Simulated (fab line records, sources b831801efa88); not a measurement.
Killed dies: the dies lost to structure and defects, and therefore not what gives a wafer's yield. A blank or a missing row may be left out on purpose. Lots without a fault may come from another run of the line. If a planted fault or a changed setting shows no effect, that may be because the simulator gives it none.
fab line records || flow sky130 || part 2 of 2: steps 43 to 43 of 43
[record] {"lots": 6, "wafers": 18, "last-day": 50}
route steps=708 shown CAP2M@620 METAL4@621 VIA4@639 METAL5@661 PAD_OPEN@708
lots that met no fault: taken from a fault-free run of the same line
start-h: the number of hours between the record's first day and the start of the first shown wafer of the lot || wait-h: time in hours since the lot's previous step || " repeats the value in the row above || L1.1+2: one row covering several wafers at once || - no value, or no start was given || * or withheld: withheld || < > ~ a bound
route shown NAME@n: names a module that has steps shown in the file, with the first one's number in the route || usual: mean and standard deviation over wafers with no fault || same: alike in all rows || chamber/n: place in a boat || sites: the reading at each site || _std_site: the standard deviation of these || _edge_site: outer sites' mean less inner sites' || radius-mm: for every site, how far away it sits from the centre of the wafer || mask NAME#n: copy n || behind: tool/chamber where the wafer was last shaped || hold: why the lot was held/for how many hours/how that ended || device: which transistor (n, p or np) failed to switch || end of line: at the end of the route, the tests of the same wafers || a step with no rows: only its recipe || killed: at the first sort, the dies lost to defects and structure; wafer yield is something else || map: per-die view of a wafer (x killed, . not killed, _ where there is no die)
set.NAME: the setting as run; set.NAME@STEP: as run at that earlier step || model.NAME: the simulator's own value behind a step, which no gauge read
certain route steps with their lots: each step a table, each wafer a row
services: a tool's chamber out of use, with start hour (start-h, from the record's first day; less than 0 if before it), hours out, and reason
[[steps]]
[step SKY_PAD_OPEN_PROBE_99]
[usual] {"defect-limited-yield": "82.6/1.9", "killed_at_M0_to_M3": "43/7.2", "killed_at_M4_up": "3.5/2", "killed-at-contacts": "24/5.2", "killed-at-front-end": "15/4.4", "killed-at-other": "0.2/0.48", "killed-dies": "85/9.4", "killed-open": "46/7.3", "killed-short": "39/6.1", "sort_bin_3_pad_short": "0.8/0.37", "sort_bin_5_function": "10.2/1.4", "sort_bin_6_memory": "6.3/1.1", "sort-n-pass": "407/9.4", "sort-yield-pct": "82.6/1.9"}
[same] {"gross-dies": 492, "killed-at-back-side": 0, "sort_bin_4_leakage[%]": 0, "sort_bin_8_speed[%]": 0}
{"lot.wafer": "L689.2", "tool": "prober-02", "chamber": "-", "start-h": 1099.27, "wait-h": 0.1, "defect-limited-yield[%]": 82.5, "killed_at_M0_to_M3": 31, "killed_at_M4_up": 3, "killed-at-contacts": 34, "killed-at-front-end": 18, "killed-at-other": 0, "killed-dies": 86, "killed-open": 49, "killed-short": 37, "sort_bin_3_pad_short[%]": 1.2, "sort_bin_5_function[%]": 9.8, "sort_bin_6_memory[%]": 6.5, "sort-n-pass": 406, "sort-yield-pct[%]": 82.5, "model.etest.tester.sort-n-pass": 406, "model.etest.tester.sort-yield-pct": 82.52, "model.etest.tester.sort_bin_5_pct": 9.756, "model.etest.tester.sort_bin_3_pct": 1.22}
{"lot.wafer": "L689.3", "tool": "prober-02", "chamber": "-", "start-h": 1099.32, "wait-h": 0.2, "defect-limited-yield[%]": 82.7, "killed_at_M0_to_M3": 47, "killed_at_M4_up": 2, "killed-at-contacts": 28, "killed-at-front-end": 8, "killed-at-other": 0, "killed-dies": 85, "killed-open": 41, "killed-short": 44, "sort_bin_3_pad_short[%]": 0.8, "sort_bin_5_function[%]": 10.8, "sort_bin_6_memory[%]": 5.7, "sort-n-pass": 407, "sort-yield-pct[%]": 82.7, "model.etest.tester.sort-n-pass": 407, "model.etest.tester.sort-yield-pct": 82.72, "model.etest.tester.sort_bin_5_pct": 10.77, "model.etest.tester.sort_bin_3_pct": 0.813}
{"lot.wafer": "L689.5", "tool": "prober-02", "chamber": "-", "start-h": 1099.42, "wait-h": 0.2, "defect-limited-yield[%]": 82.5, "killed_at_M0_to_M3": 45, "killed_at_M4_up": 1, "killed-at-contacts": 22, "killed-at-front-end": 18, "killed-at-other": 0, "killed-dies": 86, "killed-open": 53, "killed-short": 33, "sort_bin_3_pad_short[%]": 1.4, "sort_bin_5_function[%]": 10.6, "sort_bin_6_memory[%]": 5.5, "sort-n-pass": 406, "sort-yield-pct[%]": 82.5, "model.etest.tester.sort-n-pass": 406, "model.etest.tester.sort-yield-pct": 82.52, "model.etest.tester.sort_bin_5_pct": 10.57, "model.etest.tester.sort_bin_3_pct": 1.423}
{"lot.wafer": "L695.2", "tool": "prober-01", "chamber": "-", "start-h": 1125.70, "wait-h": 0.1, "defect-limited-yield[%]": 80.5, "killed_at_M0_to_M3": 42, "killed_at_M4_up": 6, "killed-at-contacts": 29, "killed-at-front-end": 19, "killed-at-other": 0, "killed-dies": 96, "killed-open": 44, "killed-short": 52, "sort_bin_3_pad_short[%]": 0.8, "sort_bin_5_function[%]": 11.8, "sort_bin_6_memory[%]": 6.9, "sort-n-pass": 396, "sort-yield-pct[%]": 80.5, "model.etest.tester.sort-n-pass": 396, "model.etest.tester.sort-yield-pct": 80.49, "model.etest.tester.sort_bin_5_pct": 11.79, "model.etest.tester.sort_bin_3_pct": 0.813}
{"lot.wafer": "L695.4", "tool": "prober-01", "chamber": "-", "start-h": 1125.80, "wait-h": 0.2, "defect-limited-yield[%]": 86.0, "killed_at_M0_to_M3": 32, "killed_at_M4_up": 2, "killed-at-contacts": 28, "killed-at-front-end": 7, "killed-at-other": 0, "killed-dies": 69, "killed-open": 39, "killed-short": 30, "sort_bin_3_pad_short[%]": 0.6, "sort_bin_5_function[%]": 8.9, "sort_bin_6_memory[%]": 4.5, "sort-n-pass": 423, "sort-yield-pct[%]": 86.0, "model.etest.tester.sort-n-pass": 423, "model.etest.tester.sort-yield-pct": 85.98, "model.etest.tester.sort_bin_5_pct": 8.943, "model.etest.tester.sort_bin_3_pct": 0.6098}
{"lot.wafer": "L696.1", "tool": "prober-02", "chamber": "-", "start-h": 1136.24, "wait-h": 0.1, "defect-limited-yield[%]": 84.8, "killed_at_M0_to_M3": 39, "killed_at_M4_up": 3, "killed-at-contacts": 25, "killed-at-front-end": 8, "killed-at-other": 0, "killed-dies": 75, "killed-open": 38, "killed-short": 37, "sort_bin_3_pad_short[%]": 1.0, "sort_bin_5_function[%]": 8.5, "sort_bin_6_memory[%]": 5.7, "sort-n-pass": 417, "sort-yield-pct[%]": 84.8, "model.etest.tester.sort-n-pass": 417, "model.etest.tester.sort-yield-pct": 84.76, "model.etest.tester.sort_bin_5_pct": 8.537, "model.etest.tester.sort_bin_3_pct": 1.016}
{"lot.wafer": "L696.3", "tool": "prober-02", "chamber": "-", "start-h": 1136.34, "wait-h": 0.2, "defect-limited-yield[%]": 79.1, "killed_at_M0_to_M3": 58, "killed_at_M4_up": 2, "killed-at-contacts": 22, "killed-at-front-end": 21, "killed-at-other": 0, "killed-dies": 103, "killed-open": 59, "killed-short": 38, "sort_bin_3_pad_short[%]": 0.8, "sort_bin_5_function[%]": 12.4, "sort_bin_6_memory[%]": 7.7, "sort-n-pass": 389, "sort-yield-pct[%]": 79.1, "model.etest.tester.sort-n-pass": 389, "model.etest.tester.sort-yield-pct": 79.06, "model.etest.tester.sort_bin_5_pct": 12.4, "model.etest.tester.sort_bin_3_pct": 0.813}
{"lot.wafer": "L696.4", "tool": "prober-02", "chamber": "-", "start-h": 1136.39, "wait-h": 0.2, "defect-limited-yield[%]": 84.1, "killed_at_M0_to_M3": 48, "killed_at_M4_up": 2, "killed-at-contacts": 18, "killed-at-front-end": 10, "killed-at-other": 0, "killed-dies": 78, "killed-open": 49, "killed-short": 29, "sort_bin_3_pad_short[%]": 1.0, "sort_bin_5_function[%]": 8.9, "sort_bin_6_memory[%]": 5.9, "sort-n-pass": 414, "sort-yield-pct[%]": 84.1, "model.etest.tester.sort-n-pass": 414, "model.etest.tester.sort-yield-pct": 84.15, "model.etest.tester.sort_bin_5_pct": 8.943, "model.etest.tester.sort_bin_3_pct": 1.016}
{"lot.wafer": "L700.1", "tool": "prober-01", "chamber": "-", "start-h": 1163.19, "wait-h": 0.1, "defect-limited-yield[%]": 79.3, "killed_at_M0_to_M3": 60, "killed_at_M4_up": 6, "killed-at-contacts": 22, "killed-at-front-end": 14, "killed-at-other": 0, "killed-dies": 102, "killed-open": 60, "killed-short": 42, "sort_bin_3_pad_short[%]": 1.0, "sort_bin_5_function[%]": 11.2, "sort_bin_6_memory[%]": 8.5, "sort-n-pass": 390, "sort-yield-pct[%]": 79.3, "model.etest.tester.sort-n-pass": 390, "model.etest.tester.sort-yield-pct": 79.27, "model.etest.tester.sort_bin_5_pct": 11.18, "model.etest.tester.sort_bin_3_pct": 1.016}
{"lot.wafer": "L700.3", "tool": "prober-01", "chamber": "-", "start-h": 1163.29, "wait-h": 0.2, "defect-limited-yield[%]": 81.3, "killed_at_M0_to_M3": 50, "killed_at_M4_up": 3, "killed-at-contacts": 21, "killed-at-front-end": 17, "killed-at-other": 1, "killed-dies": 92, "killed-open": 59, "killed-short": 33, "sort_bin_3_pad_short[%]": 0.6, "sort_bin_5_function[%]": 11.6, "sort_bin_6_memory[%]": 6.5, "sort-n-pass": 400, "sort-yield-pct[%]": 81.3, "model.etest.tester.sort-n-pass": 400, "model.etest.tester.sort-yield-pct": 81.3, "model.etest.tester.sort_bin_5_pct": 11.59, "model.etest.tester.sort_bin_3_pct": 0.6098}
{"lot.wafer": "L700.4", "tool": "prober-01", "chamber": "-", "start-h": 1163.34, "wait-h": 0.2, "defect-limited-yield[%]": 84.6, "killed_at_M0_to_M3": 41, "killed_at_M4_up": 7, "killed-at-contacts": 18, "killed-at-front-end": 10, "killed-at-other": 0, "killed-dies": 76, "killed-open": 33, "killed-short": 42, "sort_bin_3_pad_short[%]": 0.2, "sort_bin_5_function[%]": 7.9, "sort_bin_6_memory[%]": 7.3, "sort-n-pass": 416, "sort-yield-pct[%]": 84.6, "model.etest.tester.sort-n-pass": 416, "model.etest.tester.sort-yield-pct": 84.55, "model.etest.tester.sort_bin_5_pct": 7.927, "model.etest.tester.sort_bin_3_pct": 0.2033}
{"lot.wafer": "L706.2", "tool": "prober-02", "chamber": "-", "start-h": 1192.32, "wait-h": 0.1, "defect-limited-yield[%]": 70.9, "killed_at_M0_to_M3": 49, "killed_at_M4_up": 54, "killed-at-contacts": 31, "killed-at-front-end": 9, "killed-at-other": 0, "killed-dies": 143, "killed-open": 59, "killed-short": 33, "sort_bin_3_pad_short[%]": 2.0, "sort_bin_5_function[%]": 19.7, "sort_bin_6_memory[%]": 7.3, "sort-n-pass": 349, "sort-yield-pct[%]": 70.9, "model.etest.tester.sort-n-pass": 349, "model.etest.tester.sort-yield-pct": 70.94, "model.etest.tester.sort_bin_5_pct": 19.72, "model.etest.tester.sort_bin_3_pct": 2.033}
{"lot.wafer": "L706.4", "tool": "prober-02", "chamber": "-", "start-h": 1192.42, "wait-h": 0.2, "defect-limited-yield[%]": 71.7, "killed_at_M0_to_M3": 40, "killed_at_M4_up": 56, "killed-at-contacts": 24, "killed-at-front-end": 18, "killed-at-other": 1, "killed-dies": 139, "killed-open": 44, "killed-short": 47, "sort_bin_3_pad_short[%]": 3.0, "sort_bin_5_function[%]": 18.1, "sort_bin_6_memory[%]": 7.1, "sort-n-pass": 353, "sort-yield-pct[%]": 71.7, "model.etest.tester.sort-n-pass": 353, "model.etest.tester.sort-yield-pct": 71.75, "model.etest.tester.sort_bin_5_pct": 18.09, "model.etest.tester.sort_bin_3_pct": 3.049}
{"lot.wafer": "L706.5", "tool": "prober-02", "chamber": "-", "start-h": 1192.47, "wait-h": 0.2, "defect-limited-yield[%]": 72.2, "killed_at_M0_to_M3": 44, "killed_at_M4_up": 57, "killed-at-contacts": 17, "killed-at-front-end": 19, "killed-at-other": 0, "killed-dies": 137, "killed-open": 39, "killed-short": 43, "sort_bin_3_pad_short[%]": 4.3, "sort_bin_5_function[%]": 17.7, "sort_bin_6_memory[%]": 5.9, "sort-n-pass": 355, "sort-yield-pct[%]": 72.2, "model.etest.tester.sort-n-pass": 355, "model.etest.tester.sort-yield-pct": 72.15, "model.etest.tester.sort_bin_5_pct": 17.68, "model.etest.tester.sort_bin_3_pct": 4.268}
{"lot.wafer": "L708.1", "tool": "prober-01", "chamber": "-", "start-h": 1197.68, "wait-h": 0.1, "defect-limited-yield[%]": 72.8, "killed_at_M0_to_M3": 41, "killed_at_M4_up": 62, "killed-at-contacts": 20, "killed-at-front-end": 11, "killed-at-other": 0, "killed-dies": 134, "killed-open": 42, "killed-short": 36, "sort_bin_3_pad_short[%]": 2.8, "sort_bin_5_function[%]": 16.7, "sort_bin_6_memory[%]": 7.7, "sort-n-pass": 358, "sort-yield-pct[%]": 72.8, "model.etest.tester.sort-n-pass": 358, "model.etest.tester.sort-yield-pct": 72.76, "model.etest.tester.sort_bin_5_pct": 16.67, "model.etest.tester.sort_bin_3_pct": 2.846}
{"lot.wafer": "L708.3", "tool": "prober-01", "chamber": "-", "start-h": 1197.78, "wait-h": 0.2, "defect-limited-yield[%]": 76.4, "killed_at_M0_to_M3": 39, "killed_at_M4_up": 50, "killed-at-contacts": 19, "killed-at-front-end": 8, "killed-at-other": 0, "killed-dies": 116, "killed-open": 32, "killed-short": 38, "sort_bin_3_pad_short[%]": 2.4, "sort_bin_5_function[%]": 16.5, "sort_bin_6_memory[%]": 4.7, "sort-n-pass": 376, "sort-yield-pct[%]": 76.4, "model.etest.tester.sort-n-pass": 376, "model.etest.tester.sort-yield-pct": 76.42, "model.etest.tester.sort_bin_5_pct": 16.46, "model.etest.tester.sort_bin_3_pct": 2.439}
{"lot.wafer": "L708.5", "tool": "prober-01", "chamber": "-", "start-h": 1197.88, "wait-h": 0.2, "defect-limited-yield[%]": 75.2, "killed_at_M0_to_M3": 32, "killed_at_M4_up": 47, "killed-at-contacts": 24, "killed-at-front-end": 18, "killed-at-other": 1, "killed-dies": 122, "killed-open": 43, "killed-short": 33, "sort_bin_3_pad_short[%]": 2.4, "sort_bin_5_function[%]": 15.0, "sort_bin_6_memory[%]": 7.3, "sort-n-pass": 370, "sort-yield-pct[%]": 75.2, "model.etest.tester.sort-n-pass": 370, "model.etest.tester.sort-yield-pct": 75.2, "model.etest.tester.sort_bin_5_pct": 15.04, "model.etest.tester.sort_bin_3_pct": 2.439}
// killed by level:class
L689.2 CONTACT:geometric-particle:open=11 LI_CONTACT:geometric-particle:open=8 VIA3:geometric-particle:open=8 CONTACT:geometric-particle:short=6 VIA1:geometric-particle:open=6 LI_CONTACT:geometric-particle:short=4 FIELD_ISO:geometric-particle:open=3 FIELD_ISO:geometric-particle:short=3
L689.3 CONTACT:geometric-particle:open=13 VIA1:geometric-particle:open=9 METAL1:geometric-particle:short=6 VIA1:geometric-particle:short=6 VIA3:geometric-particle:open=6 POLY_GATE:geometric-particle:short=5 VIA2:geometric-particle:open=5 CONTACT:geometric-particle:short=5
L689.5 VIA1:geometric-particle:open=13 CONTACT:geometric-particle:open=10 LOCAL_INTERCONNECT:geometric-particle:short=7 VIA2:geometric-particle:open=7 METAL2:geometric-particle:short=7 FIELD_ISO:geometric-particle:short=5 VIA3:geometric-particle:open=5 POLY_GATE:geometric-particle:open=4
L695.2 VIA2:geometric-particle:open=12 FIELD_ISO:geometric-particle:short=10 VIA3:geometric-particle:open=8 LI_CONTACT:geometric-particle:open=7 CONTACT:geometric-particle:open=7 CONTACT:geometric-particle:short=6 LI_CONTACT:geometric-particle:short=5 METAL4:geometric-particle:short=5
L695.4 LI_CONTACT:geometric-particle:open=10 CONTACT:geometric-particle:short=6 METAL1:geometric-particle:short=6 VIA2:geometric-particle:open=6 CONTACT:geometric-particle:open=5 VIA3:geometric-particle:open=5 VIA1:geometric-particle:short=4 VIA1:geometric-particle:open=4
L696.1 CONTACT:geometric-particle:open=10 VIA3:geometric-particle:open=8 METAL1:geometric-particle:short=5 CONTACT:geometric-particle:short=5 VIA1:geometric-particle:open=5 METAL2:geometric-particle:short=5 LI_CONTACT:geometric-particle:open=4 VIA3:geometric-particle:short=4
L696.3 VIA1:geometric-particle:open=18 CONTACT:geometric-particle:short=6 CONTACT:geometric-particle:open=6 VIA3:geometric-particle:open=6 FIELD_ISO:area-etch=6 LI_CONTACT:geometric-particle:open=5 METAL1:geometric-particle:open=5 METAL1:geometric-particle:short=5
L696.4 VIA1:geometric-particle:open=14 VIA2:geometric-particle:open=8 CONTACT:geometric-particle:open=8 VIA3:geometric-particle:open=7 LOCAL_INTERCONNECT:geometric-particle:short=5 METAL2:geometric-particle:short=5 POLY_GATE:geometric-particle:open=4 VIA3:geometric-particle:short=4
L700.1 VIA1:geometric-particle:open=17 METAL2:geometric-particle:short=11 CONTACT:geometric-particle:open=10 VIA2:geometric-particle:open=8 VIA3:geometric-particle:open=8 METAL1:geometric-particle:short=6 LI_CONTACT:geometric-particle:open=5 VIA1:geometric-particle:short=5
L700.3 VIA3:geometric-particle:open=13 VIA1:geometric-particle:open=13 CONTACT:geometric-particle:open=7 CONTACT:geometric-particle:short=6 LI_CONTACT:geometric-particle:open=5 VIA2:geometric-particle:open=5 FIELD_ISO:geometric-particle:short=4 METAL2:geometric-particle:open=4
L700.4 VIA1:geometric-particle:open=9 METAL1:geometric-particle:short=7 LI_CONTACT:geometric-particle:open=6 METAL2:geometric-particle:short=6 METAL4:geometric-particle:short=5 LOCAL_INTERCONNECT:geometric-particle:short=4 VIA2:geometric-particle:open=4 VIA3:geometric-particle:open=4
L706.2 METAL4:unspecified=51 LI_CONTACT:geometric-particle:open=14 VIA1:geometric-particle:open=14 METAL1:geometric-particle:short=9 VIA2:geometric-particle:open=8 CONTACT:geometric-particle:open=6 VIA3:geometric-particle:open=6 LOCAL_INTERCONNECT:geometric-particle:short=4
L706.4 METAL4:unspecified=48 VIA1:geometric-particle:open=9 LI_CONTACT:geometric-particle:open=8 METAL1:geometric-particle:short=7 METAL4:geometric-particle:short=7 POLY_GATE:geometric-particle:open=6 METAL2:geometric-particle:short=6 CONTACT:geometric-particle:open=5
L706.5 METAL4:unspecified=55 VIA1:geometric-particle:open=8 POLY_GATE:geometric-particle:short=7 VIA2:geometric-particle:open=6 CONTACT:geometric-particle:open=6 FIELD_ISO:geometric-particle:short=5 METAL1:geometric-particle:short=5 VIA2:geometric-particle:short=5
L708.1 METAL4:unspecified=56 VIA1:geometric-particle:open=12 CONTACT:geometric-particle:open=8 METAL2:geometric-particle:short=7 VIA1:geometric-particle:short=6 VIA3:geometric-particle:open=5 LI_CONTACT:geometric-particle:open=5 METAL4:geometric-particle:short=5
L708.3 METAL4:unspecified=46 VIA1:geometric-particle:open=11 VIA1:geometric-particle:short=11 LI_CONTACT:geometric-particle:open=8 CONTACT:geometric-particle:open=5 FIELD_ISO:geometric-particle:short=4 METAL2:geometric-particle:short=4 METAL4:geometric-particle:short=4
L708.5 METAL4:unspecified=46 VIA1:geometric-particle:open=13 CONTACT:geometric-particle:open=8 LI_CONTACT:geometric-particle:open=7 POLY_GATE:geometric-particle:short=6 POLY_GATE:geometric-particle:open=6 METAL2:geometric-particle:short=4 CONTACT:geometric-particle:short=4
// map L706.2 (x killed, . not)
__________xx.xx...x._________
________..xxxxxx....xx_______
______x..x.xxxxxx.x....._____
_____...xxxxxxxxxxx......____
____...x.xxxxxxxxx........___
___..x.xxxxxxxxxx.x..x.....__
__...x....xxxxxxx.xx........_
_......x.xxxxx..x............
_...x....xx.x.x..............
_.x..xx.......x........xx..xx
_....x....x....x.....x.......
_x.x.x..x.......x..x.x..xx...
_..x.....x...................
_.x.........x..x.....xx..xxx.
_.......x....xx.....x.....x..
__.....x.x.x..........x.x..x_
___...x.x.xx.x....x...x...x__
____...........x....x.....___
_____......xx.x.x....xx..____
______.......x...xx..x.._____
________..........xx.._______
__________...x......_________
// map L708.1 (x killed, . not)
__________.x.....x.._________
________xxxxxx.x.x...._______
______..xx.xxxxx..x....._____
_____...xxxxxxx.x.....xx.____
____.x.xxxxxxxxx.x...x....___
___...x.xxxxxxxxx...x...x.x__
__......xxxxxxxx...x.....x.._
_..x....xx.xx.xxx..x.x.x...x.
_..x..x.x.....x.x.x.x....x..x
_.....xx...x.................
_xx........x...xxx......x...x
_..x...x................x.x..
_.......x..............x...xx
_.x....x.......x......x......
_.............x..............
__.xx.x....x.........x......_
___x....x.....x.x..x.......__
____........x..........x..___
_____..xx....x.xx........____
______..x..xx.xx......x._____
________........xx...._______
__________...x......_________
[[services]]
{"tool": "rie-metal-02", "chamber": 1, "start-h": 985.86, "hours": 7.6, "kind": "repair"}
{"tool": "rie-diel-02", "chamber": 3, "start-h": 997.23, "hours": 15.7, "kind": "repair"}
{"tool": "cmp-01", "chamber": "-", "start-h": 1003.91, "hours": 0.9, "kind": "repair"}
{"tool": "rie-diel-01", "chamber": 1, "start-h": 1004.22, "hours": 2.5, "kind": "repair"}
{"tool": "pvd-sputter-02", "chamber": "-", "start-h": 1009.48, "hours": 8.0, "kind": "repair"}
{"tool": "cmp-01", "chamber": "-", "start-h": 1012.06, "hours": 17.0, "kind": "repair"}
{"tool": "rie-diel-01", "chamber": 2, "start-h": 1015.68, "hours": 6.6, "kind": "repair"}
{"tool": "cmp-01", "chamber": "-", "start-h": 1019.44, "hours": 1.6, "kind": "repair"}
{"tool": "cmp-01", "chamber": "-", "start-h": 1037.47, "hours": 1.1, "kind": "repair"}
{"tool": "cmp-02", "chamber": "-", "start-h": 1043.21, "hours": 2.9, "kind": "repair"}
{"tool": "rie-metal-02", "chamber": "-", "start-h": 1048.05, "hours": 2.8, "kind": "pm"}
{"tool": "plasma-asher-04", "chamber": "-", "start-h": 1055.25, "hours": 9.0, "kind": "pm"}
{"tool": "rie-diel-01", "chamber": "-", "start-h": 1061.74, "hours": 0.8, "kind": "repair"}
{"tool": "rie-diel-02", "chamber": 0, "start-h": 1065.14, "hours": 3.5, "kind": "repair"}
{"tool": "rie-diel-03", "chamber": 3, "start-h": 1081.90, "hours": 4.7, "kind": "repair"}
{"tool": "cmp-02", "chamber": "-", "start-h": 1082.43, "hours": 4.0, "kind": "pm"}
{"tool": "pvd-sputter-03", "chamber": "-", "start-h": 1082.50, "hours": 2.9, "kind": "repair"}
{"tool": "rie-metal-03", "chamber": 0, "start-h": 1094.27, "hours": 1.4, "kind": "repair"}
{"tool": "rie-diel-03", "chamber": "-", "start-h": 1107.20, "hours": 0.3, "kind": "repair"}
{"tool": "rie-metal-03", "chamber": 0, "start-h": 1111.55, "hours": 5.8, "kind": "repair"}
{"tool": "plasma-asher-04", "chamber": "-", "start-h": 1120.79, "hours": 12.1, "kind": "repair"}
{"tool": "rie-diel-02", "chamber": 0, "start-h": 1121.69, "hours": "-", "kind": "clean"}
{"tool": "rie-diel-03", "chamber": 3, "start-h": 1122.76, "hours": 2.9, "kind": "repair"}
{"tool": "cmp-01", "chamber": "-", "start-h": 1127.60, "hours": 5.5, "kind": "pm"}
[[key]]
[first-sign] {"step": "SKY_PAD_OPEN_PROBE_99", "reading": "killed_at_M4_up", "direction": "up", "sigmas": 25, "usual": 3.5, "struck": 54.3}
[effect] {"step": "SKY_PAD_OPEN_PROBE_99", "reading": "sort_bin_3_pad_short", "direction": "up", "sigmas": 5.5, "usual": 0.8, "struck": 2.8}
[model-effect] {"step": "SKY_PAD_OPEN_PROBE_99", "value": "etest.tester.sort-n-pass", "without": 403.8, "struck": 360.2}
met-at SKY_METAL4_ETCH_16
struck-wafers L706.2,L706.4,L706.5,L708.1,L708.3,L708.5
onset-between 1035.78 1116.88
also-fits time
[fault] {"kind": "chamber-particle-source", "tool": "rie-metal-03", "chamber": "-", "onset-h": 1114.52, "steps": "SKY_METAL4_ETCH_16", "rate-per-visit-cm2": 0.7809, "end-h": 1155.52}
